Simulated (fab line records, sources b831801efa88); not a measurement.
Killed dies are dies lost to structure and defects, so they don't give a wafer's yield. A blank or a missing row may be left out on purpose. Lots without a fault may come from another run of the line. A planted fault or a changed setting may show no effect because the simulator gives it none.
A struck lot beside a sound one | flow gf180mcu | 22 steps out of a route of 602
Sound: wafers L943.1, L943.2, L943.4. Struck: wafers L938.1, L938.2, L938.6. The cause comes at the end.
At each step with rows: each side's tool, then ch and its chambers, then its first start. Under that, the readings that differ: sound wafers | struck wafers | difference of the means | sigmas: that difference in standard deviations of wafers without a fault.
alike: readings whose means differ by less than 2 such deviations, and words and numbers that are the same on both sides. not compared: withheld readings, readings that some wafer has no value for, bounds like >300 that may hide the same value, and numbers for which the record gives no deviation and whose values overlap.
The two part at a step that has a row with sigmas, a row that says differs or no value, or rows on one side only. Numbers that don't overlap but have no deviation are shown without sigmas and don't part them. A reading that every wafer of one side lacks parts them only if that side has two wafers or more.

first, 3 steps without rows for these wafers: GF_M3_STRIP_18 (strips in post etch residue remover, time 1200 s); GF_M3_CLEAN_19 (cleans in DIW); GF_V3_CVD_00 (deposits SiO2, target thk 600 nm, time 100 s).
GF_V3_THK_MEAS_01:
  sound on film_metro-04, day 27 07:59; struck on film_metro-03, day 25 22:20
  alike: V3_CVD_00_THK
GF_V3_CVD_02: deposits SiO2 from TEOS, target thk 850 nm, time 94.851 s.
  sound on pecvd-04 ch 1,2, day 27 08:02; struck on pecvd-02 ch 0,1,2, day 25 22:23
  alike: heater_power_w
GF_V3_THK_MEAS_03:
  sound on film_metro-02, day 27 08:07; struck on film_metro-04, day 25 22:28
  alike: V3_CVD_02_THK
GF_V3_CMP_04: polishes SiO2.
  sound on cmp-02 ch 0,2,3, day 27 08:13; struck on cmp-02 ch 1,3, day 26 00:34
  alike: motor_current_A, platen_rpm, slurry_filter_dp_kPa, time_to_endpoint_s
GF_V3_BOW_MEAS_05:
  sound on film_metro-02, day 27 08:28; struck on film_metro-04, day 26 00:49
  alike: V3_BOW
then, 4 steps without rows for these wafers: GF_V3_DEHYDRATE_06 (time 60 s); GF_V3_HMDS_07 (prime time 60 s); GF_V3_COAT_08; GF_V3_COAT_09 (resist thk 1000 nm).
GF_V3_SOFTBAKE_10: time 60 s.
  sound on litho_track-04 ch 0, day 27 19:00; struck on litho_track-02 ch 0, day 26 11:00
  reading                             | sound                | struck               | difference | sigmas
  heater_power_total_W (W)            | 93.16 93.18 93.05    | 99.50 99.64 99.67    | +6.47      | +99 or more
  plate_temp_C (C)                    | 130.05 130.05 130.18 | 136.99 137.05 136.89 | +6.88      | +49
  model.KrF_of_V3_COAT_09.thk_nm (nm) | 998.2 998 996.1      | 993.3 993.6 993.8    | -3.9       |
  alike: resist_line_temp_C
then, 2 steps without rows for these wafers: GF_V3_EXPOSE_11 (exposes mask Via3, target cd 260 nm); GF_V3_PEB_12 (peb time 90 s).
GF_V3_DEVELOP_13: develop time 60 s.
  sound on litho_track-02 ch 0, day 28 04:14; struck on litho_track-01 ch 0, day 26 21:17
  reading                             | sound             | struck          | difference | sigmas
  model.KrF_of_V3_COAT_09.thk_nm (nm) | 983.3 983.1 981.2 | 978.4 978.8 979 | -3.8       |
  alike: resist_line_temp_C
GF_V3_CD_MEAS_14: target cd 260 nm.
  sound on cd_sem-01, day 28 04:23; struck on cd_sem-01, day 26 21:26
  reading    | sound             | struck            | difference | sigmas
  cd_nm (nm) | 259.1 260.6 258.8 | 281.4 282.4 282.3 | +22.5      | +19
GF_V3_OVL_MEAS_15:
  sound on overlay-02, day 28 04:31; struck on overlay-02, day 26 21:34
  alike: V3_OVL
GF_V3_ETCH_16: etches BARC in N2/H2.
  sound on rie_diel-01 ch 2,3, day 28 04:33; struck on rie_diel-01 ch 1,2,3, day 26 21:35
  reading             | sound             | struck            | difference | sigmas
  model.V3.cd_nm (nm) | 258.9 260.3 258.6 | 281.7 281.4 282.7 | +22.7      |
  alike: drypump_motor_current_A, oes_product_au, throttle_valve_pct
GF_V3_ETCH_17: etches SiO2 in C4F8/O2/Ar, stops on TiN, target depth 635 nm.
  sound on rie_diel-01 ch 2,3; struck on rie_diel-01 ch 1,2,3
  reading             | sound             | struck            | difference | sigmas
  model.V3.cd_nm (nm) | 258.3 260.4 258.1 | 281.7 282.1 282.3 | +23.1      |
  alike: oes_product_au
GF_V3_STRIP_18: strips in O2/N2.
  sound on plasma_asher-03 ch 0,1, day 28 04:44; struck on plasma_asher-01 ch 0,1, day 26 21:43
  alike: drypump_motor_current_A, heater_power_w, oes_product_au, platen_temp_c
  not compared: rf_hours_counter_h
-- the record jumps here: 6 days lie between the struck wafers' starts before and after (it left off in module V3 and takes up again in module PASSIVATION, whose first step shown is number 602 of the route) --
GF_PASSIVATION_PROBE_99:
  sound on prober-01, day 33 19:18; struck on prober-02, day 32 17:19
  reading                       | sound            | struck            | difference | sigmas
  model.etest.via3_chain.rc_ohm | 6.41 6.354 6.456 | 5.419 5.777 5.532 | -0.831     |

WHERE THEY PART
First at GF_V3_SOFTBAKE_10; last, within this record, at GF_V3_CD_MEAS_14. Later steps at which nothing parts them and some readings are alike: GF_V3_OVL_MEAS_15, GF_V3_ETCH_16, GF_V3_ETCH_17, GF_V3_STRIP_18.

WHY: what the simulator had put in
Process parameter drift: litho_track-02, from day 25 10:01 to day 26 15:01, at GF_V3_SOFTBAKE_10. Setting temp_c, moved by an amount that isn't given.
